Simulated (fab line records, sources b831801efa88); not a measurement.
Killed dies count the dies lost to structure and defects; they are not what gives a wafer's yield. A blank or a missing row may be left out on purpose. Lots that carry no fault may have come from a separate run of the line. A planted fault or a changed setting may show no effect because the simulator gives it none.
fab line records ; flow sky130
record lots=5; wafers=15; lastDay=50
route steps=708 shown FIELD_ISO@19 NWELL@32 DNWELL@35 PWDE@45 SALICIDE@361 PAD_OPEN@708
lots untouched by any fault: they come from a run of this same line in which no faults occurred
startH: start of the lot's first displayed wafer, in hours after the record's first day ; waitH: time in hours since the lot's previous step ; " repeats the value in the row above ; L1.1+2: a row that stands for several wafers ; - no value, or no start was given ; * or withheld: withheld ; < > ~ a bound
route shown NAME@n: a module of which the file shows steps, and the number in the route of the first ; usual: mean/standard deviation taken from wafers without a fault ; same: alike in all rows ; chamber/n: place in a boat ; sites: the reading at each site ; _std_site: standard deviation of those values ; _edge_site: outer sites' mean less inner sites' ; radiusMm: for every site, how far away it sits from the centre of the wafer ; mask NAME#n: copy n ; behind: the most recent tool/chamber to have shaped the wafer ; hold: why the lot went on hold/how many hours it stayed there/how the hold came to an end ; device: transistor that didn't switch, given as n, p or np ; end of line: the route-end tests of the same wafers ; step lacking rows: just its recipe ; killed: not the wafer's yield, but the dies lost to structure and defects at the first sort ; map: a wafer's dies, x killed, . not, _ none there
set.NAME: the setting as run; set.NAME@STEP: as run at that earlier step ; model.NAME: the simulator's own value behind a step, which no gauge read
lots seen at some steps along the route; tables by step, rows by wafer
services: a tool's chamber out of use, with start hour (startH, from the record's first day; less than 0 if before it), hours out, and reason
## steps
# step SKY_FIELD_ISO_WET_ETCH_18
# recipe chemistry=H3PO4; targetDepthNm=25; tempC=160; target=Si3N4; timeS=286
# step SKY_FIELD_ISO_CLEAN_19
# recipe chemistry=SC1/SC2; mix=1:4:20; tempC=70; timeS=150
# step SKY_FIELD_ISO_CLEAN_20
# recipe chemistry=dHF; timeS=20; dilution=100:1
# step SKY_FIELD_ISO_WET_ETCH_21
# recipe chemistry=dHF; dilution=100:1; targetDepthNm=20; dry=ipaMarangoni; target=SiO2; tempC=25; timeS=400
# step SKY_FIELD_ISO_OXIDATION_22
# recipe tempC=950; ambient=O2; stabiliseS=600; purgeS=300; targetThkA=100; oxTimeS=623
# step SKY_FIELD_ISO_THK_MEAS_23
# recipe reads=SiO2_of_FIELD_ISO_OXIDATION_22
# usual FIELD_ISO_OXIDATION_01_THK=10.03/0.19
lot.wafer;tool;chamber;startH;waitH;FIELD_ISO_OXIDATION_01_THK[nm]
L923.2;filmMetro-02;-;40.66;0.0;9.80
L923.4;filmMetro-02;-;40.66;0.0;9.93
L923.5;filmMetro-02;-;40.66;0.0;9.82
L932.2;filmMetro-02;-;84.45;0.0;10.14
L932.4;filmMetro-02;-;84.45;0.0;9.72
L932.6;filmMetro-02;-;84.45;0.0;9.97
L940.2;filmMetro-04;-;130.09;0.0;10.18
L940.3;filmMetro-04;-;130.09;0.0;10.17
L940.5;filmMetro-04;-;130.09;0.0;10.16
L942.1;filmMetro-02;-;139.92;0.0;9.95
L942.4;filmMetro-02;-;139.92;0.0;9.74
L942.6;filmMetro-02;-;139.92;0.0;10.03
L944.3;filmMetro-02;-;157.96;0.0;9.54
L944.4;filmMetro-02;-;157.96;0.0;9.62
L944.5;filmMetro-02;-;157.96;0.0;9.86
# step SKY_FIELD_ISO_CVD_24
# recipe material=SiO2; targetThkNm=595; tempC=650; sigmaOpenFrac=0.3; timeS=99.2; sih4FlowSccm=60; pressureMtorr=6
# step SKY_FIELD_ISO_THK_MEAS_25
# recipe reads=SiO2_of_FIELD_ISO_CVD_24
# usual FIELD_ISO_CVD_24_THK=592/9.7
lot.wafer;tool;chamber;startH;waitH;FIELD_ISO_CVD_24_THK[nm]
L923.2;filmMetro-03;-;40.79;0.0;594
L923.4;filmMetro-03;-;40.79;0.0;585
L923.5;filmMetro-03;-;40.79;0.0;595
L932.2;filmMetro-03;-;84.58;0.0;586
L932.4;filmMetro-03;-;84.58;0.0;587
L932.6;filmMetro-03;-;84.58;0.0;590
L940.2;filmMetro-04;-;130.23;0.0;584
L940.3;filmMetro-04;-;130.23;0.0;589
L940.5;filmMetro-04;-;130.23;0.0;584
L942.1;filmMetro-03;-;140.12;0.1;611
L942.4;filmMetro-03;-;140.12;0.1;606
L942.6;filmMetro-03;-;140.12;0.1;592
L944.3;filmMetro-02;-;158.09;0.1;591
L944.4;filmMetro-02;-;158.09;0.1;607
L944.5;filmMetro-02;-;158.09;0.1;594
# step SKY_FIELD_ISO_ANNEAL_26
# recipe tempC=1000; timeS=1800; ambient=N2
# step SKY_FIELD_ISO_CMP_27
# recipe stopOn=Si3N4; tOverpolishS=16; downForcePsi=4; platenRpm=60; targetThkNm=457.8; padVelocityMS=0.94248
# usual headPressurePsi=4.000/0.0085; motorCurrentA=12.1/1.6; overpolishRunS=16.001/0.0085; retainingRingPressureFrac=1.000/0.0049; timeToEndpointS=110/5.3
lot.wafer;tool;chamber;startH;waitH;headPressurePsi;motorCurrentA;overpolishRunS;retainingRingPressureFrac;timeToEndpointS
L923.2;cmp-02;1;42.34;0.0;3.989;12.2;16.001;1.002;114
L923.4;cmp-02;2;42.34;0.0;3.994;12.5;15.997;1.002;106
L923.5;cmp-02;2;42.34;0.0;3.994;13.1;15.991;0.999;111
L932.4;cmp-01;2;87.24;0.1;3.991;11.5;15.999;0.991;109
L932.2;cmp-01;0;87.24;0.1;4.002;14.9;16.000;1.000;116
L932.6;cmp-01;2;87.24;0.1;4.002;11.1;16.010;0.997;106
L940.3;cmp-01;3;135.94;0.0;4.006;10.0;16.006;0.994;114
L940.2;cmp-01;0;135.94;0.0;4.021;14.9;15.992;1.001;112
L940.5;cmp-01;0;135.94;0.0;3.997;15.4;16.007;1.003;107
L942.4;cmp-01;2;147.04;0.0;3.997;11.8;16.015;1.004;109
L942.1;cmp-01;0;147.04;0.0;4.008;14.9;16.006;0.998;116
L942.6;cmp-01;2;147.04;0.0;4.004;11.1;15.997;1.009;107
L944.3;cmp-02;1;161.13;0.3;4.015;12.3;16.015;0.995;111
L944.4;cmp-02;3;161.13;0.3;4.004;10.5;16.014;0.991;110
L944.5;cmp-02;1;161.13;0.3;4.006;11.6;15.994;0.989;113
# step SKY_FIELD_ISO_WET_ETCH_28
# recipe chemistry=dHF; targetDepthNm=23.7; target=SiO2; dilution=10:1; tempC=25; timeS=47
# step SKY_FIELD_ISO_WET_ETCH_29
# recipe chemistry=H3PO4; targetDepthNm=160; target=Si3N4; tempC=160; timeS=1825
# step SKY_FIELD_ISO_WET_ETCH_30
# recipe chemistry=dHF; targetDepthNm=25; target=SiO2; dilution=10:1; tempC=25; timeS=50
# usual runLengthS=76.8/2.2
lot.wafer;tool;chamber;startH;waitH;runLengthS;model.SiO2_of_FIELD_ISO_CVD_24.thkNm
L923.2;wetBench-01;1;43.18;0.0;76.5;404.9
L923.4;wetBench-01;1;43.18;0.0;76.5;405.6
L923.5;wetBench-01;1;43.18;0.0;76.5;404.9
L932.2;wetBench-03;1;88.03;0.0;81.3;405.5
L932.4;wetBench-03;1;88.03;0.0;81.3;404.1
L932.6;wetBench-03;1;88.03;0.0;81.3;404.1
L940.2;wetBench-03;1;136.78;0.0;74.3;405.7
L940.3;wetBench-03;1;136.78;0.0;74.3;406.5
L940.5;wetBench-03;1;136.78;0.0;74.3;407.2
L942.1;wetBench-01;2;147.88;0.0;32.8;428.5
L942.4;wetBench-01;2;147.88;0.0;32.8;427.8
L942.6;wetBench-01;2;147.88;0.0;32.8;427.2
L944.3;wetBench-03;2;162.08;0.0;82.6;405.9
L944.4;wetBench-03;2;162.08;0.0;82.6;404.2
L944.5;wetBench-03;2;162.08;0.0;82.6;406
# step SKY_NWELL_CLEAN_00
# recipe chemistry=SC1/SC2; mix=1:4:20; tempC=70; timeS=150; dry=n2Spin
# step SKY_NWELL_OXIDATION_01
# recipe tempC=900; ambient=O2; stabiliseS=600; purgeS=300; targetThkA=100; oxTimeS=1418
# step SKY_NWELL_THK_MEAS_02
# recipe reads=SiO2_of_NWELL_OXIDATION_01
# usual NWELL_OXIDATION_THK=10.01/0.18
lot.wafer;tool;chamber;startH;waitH;NWELL_OXIDATION_THK[nm]
L923.2;filmMetro-04;-;44.77;0.0;10.52
L923.4;filmMetro-04;-;44.77;0.0;10.38
L923.5;filmMetro-04;-;44.77;0.0;10.45
L932.2;filmMetro-03;-;89.51;0.0;10.38
L932.4;filmMetro-03;-;89.51;0.0;10.28
L932.6;filmMetro-03;-;89.51;0.0;10.26
L940.2;filmMetro-04;-;138.76;0.0;9.90
L940.3;filmMetro-04;-;138.76;0.0;9.75
L940.5;filmMetro-04;-;138.76;0.0;9.85
L942.1;filmMetro-04;-;159.33;0.0;9.82
L942.4;filmMetro-04;-;159.33;0.0;9.77
L942.6;filmMetro-04;-;159.33;0.0;9.93
L944.3;filmMetro-01;-;168.13;0.0;9.88
L944.4;filmMetro-01;-;168.13;0.0;9.99
L944.5;filmMetro-01;-;168.13;0.0;9.86
# step SKY_DNWELL_DEHYDRATE_00
# recipe tempC=200; timeS=60
# step SKY_DNWELL_HMDS_01
# recipe primeTimeS=60; primeTempC=120
# step SKY_DNWELL_COAT_02
# recipe spinRpm=2000; resistThkNm=3000
# step SKY_DNWELL_SOFTBAKE_03
# recipe tempC=110; timeS=withheld
# step SKY_DNWELL_EXPOSE_04
# recipe maskId=DNM; na=0.57; targetCdNm=3000; doseMj=222
# step SKY_DNWELL_PEB_05
# recipe tempC=115; timeS=withheld
# step SKY_DNWELL_DEVELOP_06
# recipe wallAngleDeg=90; developer=TMAH; developTimeS=60; devTempC=23
# step SKY_DNWELL_IMPLANT_07
# recipe species=P; energyKev=withheld; doseCm2=withheld; tiltDeg=withheld
# step SKY_DNWELL_STRIP_08
# recipe chemistry=O2/N2; powerW=1400; pressureMtorr=1500; platenTempC=withheld; o2FlowSccm=3000; n2FlowSccm=300; overashFraction=0.5
# usual drypumpMotorCurrentA=5.74/0.26; oesProductAu=0.723/0.0043; stripTimeToEndpointS=36.92/0.091
# same overashFraction=0.5
lot.wafer;tool;chamber;startH;waitH;drypumpMotorCurrentA;oesProductAu;rfHoursCounterH;stripTimeToEndpointS
L923.2;plasmaAsher-01;0;60.40;0.1;5.77;0.725;39;37.02
L923.4;plasmaAsher-01;0;60.40;0.1;5.79;0.727;-;37.05
L923.5;plasmaAsher-01;1;60.40;0.1;5.31;0.726;-;37.03
L932.2;plasmaAsher-01;0;107.41;0.1;5.77;0.718;44;36.91
L932.4;plasmaAsher-01;1;107.41;0.1;5.31;0.727;-;36.95
L932.6;plasmaAsher-01;1;107.41;0.1;5.32;0.729;-;36.86
L940.2;plasmaAsher-01;1;157.70;0.1;5.31;0.722;4;36.88
L940.3;plasmaAsher-01;0;157.70;0.1;5.75;0.723;-;36.97
L940.5;plasmaAsher-01;0;157.70;0.1;5.74;0.721;-;36.89
L942.1;plasmaAsher-03;1;179.25;0.1;5.71;0.724;50;36.87
L942.4;plasmaAsher-03;1;179.25;0.1;5.71;0.722;-;36.91
L942.6;plasmaAsher-03;1;179.25;0.1;5.68;0.723;-;37.01
L944.3;plasmaAsher-03;1;189.20;0.1;5.66;0.724;-;36.81
L944.4;plasmaAsher-03;0;189.20;0.1;6.07;0.722;-;36.88
L944.5;plasmaAsher-03;1;189.20;0.1;5.70;0.725;-;36.80
# step SKY_DNWELL_TW_MEAS_09
# usual DNWELL_TW=1119/15
lot.wafer;tool;chamber;startH;waitH;DNWELL_TW
L923.2;filmMetro-04;-;60.51;0.1;1122
L923.4;filmMetro-04;-;60.51;0.1;1116
L923.5;filmMetro-04;-;60.51;0.1;1121
L932.2;filmMetro-01;-;107.52;0.1;1146
L932.4;filmMetro-01;-;107.52;0.1;1143
L932.6;filmMetro-01;-;107.52;0.1;1133
L940.2;filmMetro-01;-;157.81;0.1;1140
L940.3;filmMetro-01;-;157.81;0.1;1141
L940.5;filmMetro-01;-;157.81;0.1;1145
L942.1;filmMetro-03;-;179.35;0.1;1116
L942.4;filmMetro-03;-;179.35;0.1;1115
L942.6;filmMetro-03;-;179.35;0.1;1113
L944.3;filmMetro-03;-;189.28;0.1;1102
L944.4;filmMetro-03;-;189.28;0.1;1101
L944.5;filmMetro-03;-;189.28;0.1;1105
# step SKY_PWDE_DEHYDRATE_00
# recipe tempC=200; timeS=60
# step SKY_PWDE_HMDS_01
# recipe primeTimeS=60; primeTempC=120
# step SKY_PWDE_COAT_02
# recipe spinRpm=2000; resistThkNm=3000
# step SKY_PWDE_SOFTBAKE_03
# recipe tempC=110; timeS=withheld
# step SKY_PWDE_EXPOSE_04
# recipe maskId=PWDEM; na=0.6; sourceShape=conventional; sigmaOuter=0.6; polarization=unpolarized; targetCdNm=840; doseMj=214
# step SKY_PWDE_PEB_05
# recipe tempC=115; timeS=withheld
# step SKY_PWDE_DEVELOP_06
# recipe wallAngleDeg=90; developer=TMAH; developTimeS=60; devTempC=23
# step SKY_PWDE_OVL_MEAS_07
# usual PWDE_OVL=-0.4/1.3
lot.wafer;tool;chamber;startH;waitH;PWDE_OVL[nm]
L923.2;overlay-01;-;76.66;-;-1.2
L923.4;overlay-01;-;76.66;-;-1.1
L923.5;overlay-01;-;76.66;-;0.1
L932.2;overlay-01;-;126.14;-;-0.6
L932.4;overlay-01;-;126.14;-;1.9
L932.6;overlay-01;-;126.14;-;-1.3
L940.2;overlay-02;-;177.49;-;-1.8
L940.3;overlay-02;-;177.49;-;-1.8
L940.5;overlay-02;-;177.49;-;-1.7
L942.1;overlay-02;-;200.28;-;-2.2
L942.4;overlay-02;-;200.28;-;-0.4
L942.6;overlay-02;-;200.28;-;-0.9
L944.3;overlay-01;-;210.72;-;-1.7
L944.4;overlay-01;-;210.72;-;0.5
L944.5;overlay-01;-;210.72;-;-0.3
# step SKY_PWDE_IMPLANT_08
# recipe species=B; energyKev=150; doseCm2=3.6e+12; tiltDeg=withheld
# step SKY_PWDE_STRIP_09
# recipe chemistry=O2/N2; powerW=1400; pressureMtorr=1500; platenTempC=withheld; o2FlowSccm=3000; n2FlowSccm=300; overashFraction=0.5
# usual drypumpMotorCurrentA=5.81/0.27; oesProductAu=0.722/0.0046; stripTimeToEndpointS=36.89/0.085
# same overashFraction=0.5
lot.wafer;tool;chamber;startH;waitH;drypumpMotorCurrentA;oesProductAu;rfHoursCounterH;stripTimeToEndpointS
L923.2;plasmaAsher-02;0;76.84;0.1;6.12;0.716;26;36.78
L923.4;plasmaAsher-02;0;76.84;0.1;6.12;0.718;-;36.87
L923.5;plasmaAsher-02;1;76.84;0.1;5.48;0.723;-;36.78
L932.2;plasmaAsher-03;0;126.32;0.1;6.05;0.721;45;36.87
L932.4;plasmaAsher-03;0;126.32;0.1;6.07;0.714;-;36.94
L932.6;plasmaAsher-03;1;126.32;0.1;5.69;0.723;-;36.87
L940.2;plasmaAsher-02;0;177.67;0.1;6.11;0.724;36;36.81
L940.3;plasmaAsher-02;0;177.67;0.1;6.11;0.722;-;36.75
L940.5;plasmaAsher-02;1;177.67;0.1;5.45;0.718;-;36.87
L942.1;plasmaAsher-02;1;200.47;0.1;5.48;0.731;38;36.96
L942.4;plasmaAsher-02;1;200.47;0.1;5.47;0.720;-;36.91
L942.6;plasmaAsher-02;0;200.47;0.1;6.12;0.709;-;36.97
L944.3;plasmaAsher-02;1;210.92;0.1;5.50;0.721;-;36.96
L944.4;plasmaAsher-02;0;210.92;0.1;6.12;0.717;-;37.00
L944.5;plasmaAsher-02;1;210.92;0.1;5.47;0.714;-;37.06
# step SKY_PWDE_TW_MEAS_10
# usual PWDE_TW=375/4.4
lot.wafer;tool;chamber;startH;waitH;PWDE_TW
L923.2;filmMetro-01;-;76.95;0.1;380
L923.4;filmMetro-01;-;76.95;0.1;383
L923.5;filmMetro-01;-;76.95;0.1;382
L932.2;filmMetro-01;-;126.43;0.1;379
L932.4;filmMetro-01;-;126.43;0.1;377
L932.6;filmMetro-01;-;126.43;0.1;378
L940.2;filmMetro-01;-;177.78;0.1;378
L940.3;filmMetro-01;-;177.78;0.1;380
L940.5;filmMetro-01;-;177.78;0.1;381
L942.1;filmMetro-03;-;200.57;0.1;369
L942.4;filmMetro-03;-;200.57;0.1;373
L942.6;filmMetro-03;-;200.57;0.1;373
L944.3;filmMetro-01;-;211.01;0.1;380
L944.4;filmMetro-01;-;211.01;0.1;379
L944.5;filmMetro-01;-;211.01;0.1;380
# step SKY_NWELL_DEHYDRATE_03
# recipe tempC=200; timeS=60
# step SKY_NWELL_HMDS_04
# recipe primeTimeS=60; primeTempC=120
# step SKY_NWELL_COAT_05
# recipe spinRpm=2000; resistThkNm=3000
# step SKY_NWELL_SOFTBAKE_06
# recipe tempC=110; timeS=withheld
# step SKY_NWELL_EXPOSE_07
# recipe maskId=NWM; na=0.6; sourceShape=conventional; sigmaOuter=0.6; polarization=unpolarized; targetCdNm=840; doseMj=255
# step SKY_SALICIDE_CLEAN_00
# recipe chemistry=HF-last; timeS=30; dilution=100:1; dry=ipaMarangoni
lot.wafer;tool;chamber;startH;waitH;model.SiO2_of_FIELD_ISO_CVD_24.thkNm
L923.2;wetBench-02;3;659.95;0.1;358.4
L923.4;wetBench-02;3;659.95;0.1;359
L923.5;wetBench-02;3;659.95;0.1;358.5
L932.2;wetBench-04;3;729.91;0.1;359.2
L932.4;wetBench-04;3;729.91;0.1;357.8
L932.6;wetBench-04;3;729.91;0.1;357.7
L940.2;wetBench-03;3;794.66;0.1;359.5
L940.3;wetBench-03;3;794.66;0.1;360
L940.5;wetBench-03;3;794.66;0.1;360.9
L942.1;wetBench-03;3;826.58;0.1;382.7
L942.4;wetBench-03;3;826.58;0.1;381.9
L942.6;wetBench-03;3;826.58;0.1;381.4
L944.3;wetBench-04;2;842.56;0.1;359.4
L944.4;wetBench-04;2;842.56;0.1;357.9
L944.5;wetBench-04;2;842.56;0.1;359.6
# step SKY_PAD_OPEN_PROBE_99
# usual killed_at_M0_to_M3=42/6.6; killed_at_M4_up=3.1/1.9; killedAtContacts=24/5.6; killedAtFrontEnd=15/4.8; killedAtOther=0.3/0.48; killedDies=84/10; killedOpen=47/6.8; killedShort=37/6.8
# same grossDies=492; killedAtBackSide=0
lot.wafer;tool;chamber;startH;waitH;killed_at_M0_to_M3;killed_at_M4_up;killedAtContacts;killedAtFrontEnd;killedAtOther;killedDies;killedOpen;killedShort;model.etest.res_p_drift_20v.lineOhmUm;model.etest.res_p_drift_20v.rsOhmSq;model.etest.pfet_16v.rOnOhmUm;model.etest.resIsoPwell.rsOhmSq;model.etest.resIsoPwell.lineOhmUm;model.etest.resNwell.lineOhmUm;model.etest.resNwell.rsOhmSq;model.etest.capLiToPoly.cAfUm2
L923.2;prober-02;-;1083.05;0.1;50;1;20;8;1;80;51;29;1.164e+04;9582;1.479e+04;2914;1089;1061;893.5;98.44
L923.4;prober-02;-;1083.15;0.2;31;1;35;15;0;82;55;27;1.21e+04;9962;1.515e+04;3041;1147;1087;912.2;94.65
L923.5;prober-02;-;1083.20;0.2;38;1;26;13;1;79;43;36;1.172e+04;9819;1.5e+04;3013;1145;1085;910;98.33
L932.2;prober-01;-;1137.85;0.1;35;8;25;17;0;85;50;35;1.112e+04;9349;1.528e+04;3078;1159;1208;997.1;95.83
L932.4;prober-01;-;1137.95;0.2;47;1;22;18;0;88;50;38;1.062e+04;8886;1.517e+04;2889;1094;1149;971.7;99.34
L932.6;prober-01;-;1138.05;0.2;57;3;27;21;0;108;57;51;1.07e+04;9096;1.516e+04;2963;1113;1174;973;98.53
L940.2;prober-01;-;1180.78;0.1;44;1;34;16;1;96;58;38;1.13e+04;9421;1.51e+04;3277;1223;1079;905;98.35
L940.3;prober-01;-;1180.83;0.2;35;4;32;21;1;93;56;37;1.155e+04;9738;1.531e+04;3427;1298;1100;915.3;95.86
L940.5;prober-01;-;1180.93;0.2;53;4;31;21;1;110;56;54;1.127e+04;9519;1.504e+04;3285;1246;1087;904.6;98
L942.1;prober-01;-;1197.77;0.1;36;6;29;6;1;78;51;27;1.231e+04;1.016e+04;1.566e+04;3343;1269;1282;1094;105.5
L942.4;prober-01;-;1197.92;0.2;42;5;23;13;0;83;48;35;1.364e+04;1.134e+04;1.642e+04;3848;1476;1355;1169;104.2
L942.6;prober-01;-;1198.02;0.2;33;6;33;13;0;85;49;36;1.266e+04;1.038e+04;1.588e+04;3421;1312;1309;1102;107.2
L944.3;prober-01;-;1205.20;0.2;42;1;23;12;0;78;47;31;1.191e+04;9825;1.548e+04;3314;1250;1203;1027;98.95
L944.4;prober-01;-;1205.25;0.2;39;2;27;16;1;85;47;38;1.134e+04;9569;1.535e+04;3197;1196;1189;994.6;98.78
L944.5;prober-01;-;1205.30;0.2;41;6;23;17;0;87;51;36;1.168e+04;9919;1.556e+04;3324;1261;1222;1015;96.61
# killed by level:class
L923.2 VIA3:geometricParticle:open=12 VIA1:geometricParticle:open=9 CONTACT:geometricParticle:open=9 METAL2:geometricParticle:short=7 VIA2:geometricParticle:open=7 VIA1:geometricParticle:short=5 METAL3:geometricParticle:short=5 LI_CONTACT:geometricParticle:open=4
L923.4 CONTACT:geometricParticle:open=16 VIA1:geometricParticle:open=8 LI_CONTACT:geometricParticle:open=7 VIA3:geometricParticle:open=7 LOCAL_INTERCONNECT:geometricParticle:short=6 FIELD_ISO:geometricParticle:open=5 VIA3:geometricParticle:short=4 POLY_GATE:geometricParticle:open=3
L923.5 VIA1:geometricParticle:open=9 LOCAL_INTERCONNECT:geometricParticle:short=9 LI_CONTACT:geometricParticle:open=8 VIA3:geometricParticle:open=8 CONTACT:geometricParticle:open=6 METAL2:geometricParticle:short=5 POLY_GATE:geometricParticle:short=4 VIA2:geometricParticle:open=4
L932.2 VIA1:geometricParticle:open=13 CONTACT:geometricParticle:open=10 METAL4:geometricParticle:short=8 VIA2:geometricParticle:open=7 LI_CONTACT:geometricParticle:open=6 POLY_GATE:geometricParticle:short=5 FIELD_ISO:geometricParticle:open=4 METAL1:geometricParticle:short=4
L932.4 VIA1:geometricParticle:open=11 CONTACT:geometricParticle:open=10 POLY_GATE:geometricParticle:short=9 VIA3:geometricParticle:open=9 LI_CONTACT:geometricParticle:open=6 METAL1:geometricParticle:short=6 FIELD_ISO:geometricParticle:short=5 POLY_GATE:geometricParticle:open=4
L932.6 VIA1:geometricParticle:open=15 VIA3:geometricParticle:open=13 METAL1:geometricParticle:short=9 LI_CONTACT:geometricParticle:open=7 CONTACT:geometricParticle:open=7 FIELD_ISO:geometricParticle:open=6 POLY_GATE:geometricParticle:short=6 CONTACT:geometricParticle:short=5
L940.2 LI_CONTACT:geometricParticle:open=13 CONTACT:geometricParticle:open=10 VIA3:geometricParticle:open=10 VIA2:geometricParticle:open=7 VIA1:geometricParticle:open=7 FIELD_ISO:geometricParticle:open=6 VIA1:geometricParticle:short=6 CONTACT:geometricParticle:short=5
L940.3 LI_CONTACT:geometricParticle:open=12 CONTACT:geometricParticle:open=12 VIA1:geometricParticle:open=7 VIA1:geometricParticle:short=7 POLY_GATE:geometricParticle:open=6 VIA3:geometricParticle:open=6 FIELD_ISO:geometricParticle:open=4 LOCAL_INTERCONNECT:geometricParticle:short=4
L940.5 VIA2:geometricParticle:open=12 VIA3:geometricParticle:open=11 LOCAL_INTERCONNECT:geometricParticle:short=9 LI_CONTACT:geometricParticle:open=7 FIELD_ISO:geometricParticle:short=6 CONTACT:geometricParticle:open=6 VIA1:geometricParticle:short=6 POLY_GATE:geometricParticle:open=5
L942.1 CONTACT:geometricParticle:open=15 VIA2:geometricParticle:open=9 VIA3:geometricParticle:open=7 VIA1:geometricParticle:open=5 VIA1:geometricParticle:short=4 FIELD_ISO:geometricParticle:short=3 LI_CONTACT:geometricParticle:short=3 LI_CONTACT:geometricParticle:open=3
L942.4 CONTACT:geometricParticle:open=10 VIA1:geometricParticle:open=9 VIA2:geometricParticle:open=7 METAL1:geometricParticle:short=6 LI_CONTACT:geometricParticle:open=4 LOCAL_INTERCONNECT:geometricParticle:short=4 CONTACT:geometricParticle:short=4 VIA3:geometricParticle:open=4
L942.6 CONTACT:geometricParticle:open=20 VIA1:geometricParticle:open=7 FIELD_ISO:geometricParticle:short=6 METAL1:geometricParticle:short=6 VIA3:geometricParticle:open=6 LI_CONTACT:geometricParticle:open=4 METAL4:geometricParticle:short=4 LI_CONTACT:geometricParticle:short=3
L944.3 LI_CONTACT:geometricParticle:open=9 VIA3:geometricParticle:open=9 CONTACT:geometricParticle:open=8 VIA1:geometricParticle:open=8 VIA1:geometricParticle:short=6 VIA2:geometricParticle:open=5 POLY_GATE:geometricParticle:open=4 POLY_GATE:geometricParticle:short=3
L944.4 LI_CONTACT:geometricParticle:open=11 CONTACT:geometricParticle:open=9 VIA1:geometricParticle:open=7 VIA3:geometricParticle:open=6 VIA1:geometricParticle:short=5 VIA3:geometricParticle:short=5 LOCAL_INTERCONNECT:geometricParticle:short=4 POLY_GATE:geometricParticle:short=4
L944.5 VIA1:geometricParticle:open=11 CONTACT:geometricParticle:open=9 VIA3:geometricParticle:open=8 POLY_GATE:geometricParticle:open=5 CONTACT:geometricParticle:short=5 METAL4:geometricParticle:short=5 FIELD_ISO:geometricParticle:short=4 METAL2:geometricParticle:open=4
## services
tool;chamber;startH;hours;kind
cmp-01;-;30.65;4.8;pm
cmp-01;-;37.23;3.2;pm
plasmaAsher-03;-;47.28;2.8;pm
cmp-01;-;54.16;2.2;repair
cmp-01;-;88.20;1.1;repair
cmp-01;-;101.90;1.0;repair
plasmaAsher-01;-;108.75;9.0;pm
cmp-01;-;119.50;1.0;repair
plasmaAsher-01;-;171.49;0.9;repair
plasmaAsher-03;-;213.85;14.6;pm
wetBench-03;-;220.61;2.4;repair
cmp-01;-;232.00;4.0;pm
cmp-01;-;261.10;0.2;repair
plasmaAsher-01;-;278.31;0.7;repair
cmp-01;-;290.80;28.3;pm
cmp-01;-;324.59;4.1;repair
cmp-01;-;330.12;1.0;repair
plasmaAsher-03;-;344.54;0.8;repair
cmp-01;-;347.72;1.7;repair
cmp-01;-;373.12;0.9;repair
plasmaAsher-02;-;441.23;12.9;repair
plasmaAsher-02;-;492.32;2.8;pm
plasmaAsher-02;-;646.47;9.9;repair
plasmaAsher-02;-;661.93;15.6;pm
## key
firstSign step=SKY_FIELD_ISO_WET_ETCH_30; reading=runLengthS; direction=down; sigmas=20; usual=*; struck=*
effect none on later readings
modelEffect step=SKY_FIELD_ISO_WET_ETCH_30; value=SiO2_of_FIELD_ISO_CVD_24.thkNm; without=403.7; struck=427.8
modelEffect step=SKY_SALICIDE_CLEAN_00; value=SiO2_of_FIELD_ISO_CVD_24.thkNm; without=357.8; struck=382
modelEffect step=SKY_PAD_OPEN_PROBE_99; value=etest.res_p_drift_20v.lineOhmUm; without=1.099e+04; struck=1.287e+04
metAt SKY_FIELD_ISO_WET_ETCH_30
struckWafers L942.1,L942.4,L942.6
testerLeftOut L942
fault kind=processParameterDrift; tool=wetBench-01; chamber=2; onsetH=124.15; steps=SKY_FIELD_ISO_WET_ETCH_30; channel=timeS; offset=*; shape=step; endH=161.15; actsIn=*; stated=*
# testerLeftOut: of these lots the tester's yield and bins aren't shown, on N5 and GAA mostly nor the transistor test; their killed dies are dies lost to structure and defects alone, not to doping, threshold or leakage, so they don't give the yield
